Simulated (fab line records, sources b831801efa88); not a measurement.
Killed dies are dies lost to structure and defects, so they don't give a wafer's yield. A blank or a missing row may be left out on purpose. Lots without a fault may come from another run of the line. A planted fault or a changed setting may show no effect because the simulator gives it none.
Which tool did it? | flow sky130 | 12 lots, 36 wafers sampled, at 6 steps of a route of 708

WHAT THE GAUGES READ, wafer by wafer
SKY_NWELL_OVL_MEAS_10. Usual: NWELL_00_OVL -0.7 nm, standard deviation 1.7.
lot  | measured     | on         | NWELL_00_OVL (nm) | flag
L447 | day 4 15:02  | overlay-01 | -0.1 -0.1 -0.4    |
L449 | day 4 23:26  | overlay-02 | 0.1 0.2 0.3       |
L450 | day 5 04:41  | overlay-01 | -4.2 -5.4 -4.1    |
L451 | day 5 11:17  | overlay-01 | -0.7 -0.1 -1.0    |
L453 | day 5 20:20  | overlay-02 | -1.4 0.1 -1.2     |
L454 | day 6 06:18  | overlay-02 | 0.4 0.6 -0.5      |
L457 | day 6 21:31  | overlay-01 | -4.9 -2.2 -4.1    |
L459 | day 7 19:20  | overlay-02 | - - -             | OFF
L460 | day 8 10:57  | overlay-02 | 0.1 -0.9 -1.2     |
L467 | day 9 10:40  | overlay-02 | 0.2 0.8 0.9       |
L468 | day 9 15:00  | overlay-01 | -0.9 -1.4 1.5     |
L470 | day 10 06:30 | overlay-01 | -2.7 -1.6 -3.0    |

SKY_NWELL_TW_MEAS_15. Usual: NWELL_TW 1816, standard deviation 22.
lot  | measured     | on            | NWELL_TW          | flag
L447 | day 4 15:38  | film_metro-04 | 1835 1834 1839    |
L449 | day 5 00:02  | film_metro-01 | 1802 1804 1806    |
L450 | day 5 05:17  | film_metro-01 | 1787 1793 1793    |
L451 | day 5 11:52  | film_metro-04 | 1818 1822 1827    |
L453 | day 5 20:55  | film_metro-04 | 1824 1832 1824    |
L454 | day 6 06:53  | film_metro-01 | 1794 1786 1801    |
L457 | day 6 22:07  | film_metro-01 | 1789 1795 1798    |
L459 | day 7 19:55  | film_metro-04 | 31 30 30 30 30 30 | OFF
L460 | day 8 11:33  | film_metro-03 | 1816 1808 1814    |
L467 | day 9 11:16  | film_metro-04 | 1843 1851 1855    |
L468 | day 9 15:35  | film_metro-04 | 1852 1848 1834    |
L470 | day 10 07:06 | film_metro-03 | 1816 1819 1807    |

SKY_LI_CONTACT_OVL_MEAS_13. Usual: LI_CONTACT_OVL -5 nm, standard deviation 6.2.
lot  | measured     | on         | LI_CONTACT_OVL (nm) | flag
L447 | day 29 07:24 | overlay-01 | -9 -8 -15           |
L449 | day 29 17:52 | overlay-02 | -9 -3 -1            |
L450 | day 29 22:43 | overlay-02 | -3 -4 -7            |
L451 | day 30 08:48 | overlay-01 | -12 -10 -4          |
L453 | day 31 00:43 | overlay-02 | -21 -16 -10         |
L454 | day 31 17:13 | overlay-02 | -9 -4 4             |
L457 | day 32 14:26 | overlay-02 | -15 -8 -2           |
L460 | day 34 16:40 | overlay-01 | -2 5 4              |
L467 | day 35 17:44 | overlay-01 | -8 -8 -11           |
L468 | day 35 21:49 | overlay-01 | -1 3 -3             |
L470 | day 36 15:10 | overlay-01 | -7 -10 -10          |

SKY_VIA1_BOW_MEAS_03. Usual: VIA1_BOW 80 um, standard deviation 7.8.
lot  | measured     | on            | VIA1_BOW (um) | flag
L447 | day 33 01:17 | film_metro-04 | 79 62 67      |
L449 | day 33 09:43 | film_metro-04 | 87 80 81      |
L450 | day 33 15:46 | film_metro-02 | 79 82 93      |
L451 | day 34 00:19 | film_metro-04 | 90 86 86      |
L453 | day 34 14:49 | film_metro-01 | 77 79 75      |
L454 | day 35 07:49 | film_metro-01 | 74 86 78      |
L457 | day 36 05:11 | film_metro-04 | 85 74 86      |
L460 | day 38 04:22 | film_metro-04 | 88 73 75      |
L467 | day 39 04:33 | film_metro-04 | 86 90 62      |
L468 | day 39 08:19 | film_metro-01 | 83 84 75      |
L470 | day 40 02:19 | film_metro-01 | 87 84 86      |

WHICH TOOL RAN EACH LOT (tool, then ch and the chambers of the sampled wafers, then the start)
lot  | SKY_NWELL_EXPOSE_07                | SKY_NWELL_RTA_28
L447 | iline_stepper-02 ch 0, day 4 06:26 | rtp_anneal-02 ch 0, day 5 08:56
L449 | iline_stepper-02 ch 0, day 4 15:08 | rtp_anneal-02 ch 0, day 5 17:04
L450 | iline_stepper-01 ch 0, day 4 20:22 | rtp_anneal-02 ch 0, day 5 22:30
L451 | iline_stepper-01 ch 0, day 5 02:38 | rtp_anneal-01 ch 0, day 6 05:07
L453 | iline_stepper-01 ch 0, day 5 12:14 | rtp_anneal-01 ch 0, day 6 14:59
L454 | iline_stepper-02 ch 0, day 5 21:40 | rtp_anneal-02 ch 0, day 7 01:56
L457 | iline_stepper-01 ch 0, day 6 11:55 | rtp_anneal-02 ch 0, day 7 18:08
L459 | iline_stepper-01 ch 0, day 7 10:04 | -
L460 | iline_stepper-01 ch 0, day 8 00:56 | rtp_anneal-01 ch 0, day 9 09:49
L467 | iline_stepper-01 ch 0, day 9 00:06 | rtp_anneal-02 ch 0, day 10 09:49
L468 | iline_stepper-02 ch 0, day 9 04:49 | rtp_anneal-01 ch 0, day 10 14:46
L470 | iline_stepper-01 ch 0, day 9 18:57 | rtp_anneal-02 ch 0, day 11 05:55
- SKY_NWELL_EXPOSE_07: exposes mask NWM, target cd 840 nm.
- SKY_NWELL_RTA_28: time 30 s.

WHAT THE TOOLS THEMSELVES READ (means of the sampled wafers that have a number; where no wafer has one, the mark that the record gives instead)
SKY_NWELL_RTA_28. Usual: anneal_temp_c_max 1053.6, standard deviation 0.83; lamp_power_pct 25.31 %, standard deviation 0.059; wafer_temp_C_max 1054.8, standard deviation 1.
lot  | tool          | anneal_temp_c_max | lamp_power_pct (%) | wafer_temp_C_max | flag
L447 | rtp_anneal-02 | 1054.1            | 25.31              | 1054.8           |
L449 | rtp_anneal-02 | 1053.3            | 25.30              | 1054.6           |
L450 | rtp_anneal-02 | 1054.1            | 25.41              | 1054.5           |
L451 | rtp_anneal-01 | 1052.5            | 25.30              | 1054.6           |
L453 | rtp_anneal-01 | 1054.0            | 25.29              | 1055.0           |
L454 | rtp_anneal-02 | 1053.0            | 25.29              | 1053.6           |
L457 | rtp_anneal-02 | 1055.1            | 25.29              | 1055.0           |
L460 | rtp_anneal-01 | 1053.4            | 25.30              | 1054.4           |
L467 | rtp_anneal-02 | 1053.5            | 25.34              | 1054.2           |
L468 | rtp_anneal-01 | 1053.3            | 25.27              | 1054.7           |
L470 | rtp_anneal-02 | 1054.0            | 25.37              | 1054.3           |

THE ANSWER, worked out from the rows above alone
Rule: a lot is off if the mean of its wafers that have a number lies more than 3 standard deviations from the usual mean. A lot without any number at a reading at which 4 lots or more have one is off too. The other lots that the step has rows for count as sound. The gauges are gone through in route order, then the tools' own readings, and for those a lot's mean is taken as printed above. The first step at which some lot is off is used, and at that step the reading that is off furthest; a lot without a number counts as furthest.
Off: L459, at SKY_NWELL_OVL_MEAS_10 (NWELL_00_OVL). Without a number there: L459.
A tool fits if, at a process step before that reading, it ran every lot that is off, and no sound lot after the first of them. The gauges at SKY_NWELL_OVL_MEAS_10 aren't tried: what is off there is off at SKY_NWELL_TW_MEAS_15 too, on other tools, and a gauge's error can't cause that. None of those tried fits.

WHAT THE SIMULATOR HAD PUT IN
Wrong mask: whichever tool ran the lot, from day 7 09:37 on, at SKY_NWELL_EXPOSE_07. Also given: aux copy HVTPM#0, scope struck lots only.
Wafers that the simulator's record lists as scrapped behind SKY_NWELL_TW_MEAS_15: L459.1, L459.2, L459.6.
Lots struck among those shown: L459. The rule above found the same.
